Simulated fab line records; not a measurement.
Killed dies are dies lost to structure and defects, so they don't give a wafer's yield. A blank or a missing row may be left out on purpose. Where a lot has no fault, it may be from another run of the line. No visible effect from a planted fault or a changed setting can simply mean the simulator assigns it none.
Matching of chambers    flow gf180mcu    GF_STI_CMP_25 on cmp-01: 4 sister chambers
The step polishes, stops on Si3N4, t overpolish 33 s, target thk 524.6 nm. 16 wafers are shown with their chamber, then 8 later ones without.

## WAFERS PAIRED WITH THEIR CHAMBERS
wafer   chamber  motorCurrentA (A)  timeToEndpointS (s)  overpolishRunS (s)
L912.2  0        11.9               132                  32.989
L912.4  1        10.3               129                  32.994
L912.6  1        9.7                128                  33.005
L916.1  3        12.0               122                  32.994
L916.2  1        10.1               126                  33.009
L916.6  1        10.0               126                  32.994
L918.1  2        11.1               134                  32.988
L918.2  0        11.6               134                  33.014
L918.5  1        10.2               127                  33.014
L921.2  3        11.8               117                  33.022
L921.4  0        11.5               128                  33.005
L921.5  3        11.5               116                  33.008
L924.1  1        10.1               125                  33.005
L924.3  0        11.5               129                  32.983
L924.5  0        11.4               124                  32.994
L925.1  0        11.2               127                  32.999

SIGNATURES (means of the wafers above)
reading          chamber 0  chamber 1  chamber 2  chamber 3  scatter within a chamber
motorCurrentA    11.517     10.067     11.100     11.767     0.225
timeToEndpointS  129.00     126.83     134.00     118.33     2.82
overpolishRunS   32.99733   33.00350   32.98800   33.00800   0.0106
Rule: for a wafer and a chamber, the distance is found by dividing, reading by reading, the gap between the wafer's reading and the chamber's mean by the reading's scatter, squaring, summing and taking the root. The wafer belongs to the nearest chamber; if the next one is less than 2 further off, it can't be placed. The scatter: take each reading less its chamber's mean, square it, sum over the shown wafers, divide by the number of wafers less the number of chambers, and take the root.

## WAFERS MISSING THEIR CHAMBER
wafer   motorCurrentA (A)  timeToEndpointS (s)  overpolishRunS (s)
L925.4  12.0               122                  33.002
L925.6  11.7               118                  33.001
L926.1  10.9               132                  32.998
L926.2  12.1               119                  33.009
L926.3  11.2               130                  33.012
L931.1  11.5               116                  33.009
L931.3  11.9               128                  33.020
L931.6  11.5               129                  32.999

## CHAMBER TAKEN BY EACH
wafer    from the rows above       in truth
L925.4   can't be placed: 3 or 0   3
L925.6   3                         3
L926.1   can't be placed: 2 or 0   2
L926.2   3                         3
L926.3   can't be placed: 0 or 2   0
L931.1   3                         3
L931.3   can't be placed: 0 or 3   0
L931.6   0                         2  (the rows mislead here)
Correct placement for 3 of the 8. Unplaceable from these rows: 4, with the true chamber sitting among the candidates in 4. Wrongly placed: 1.
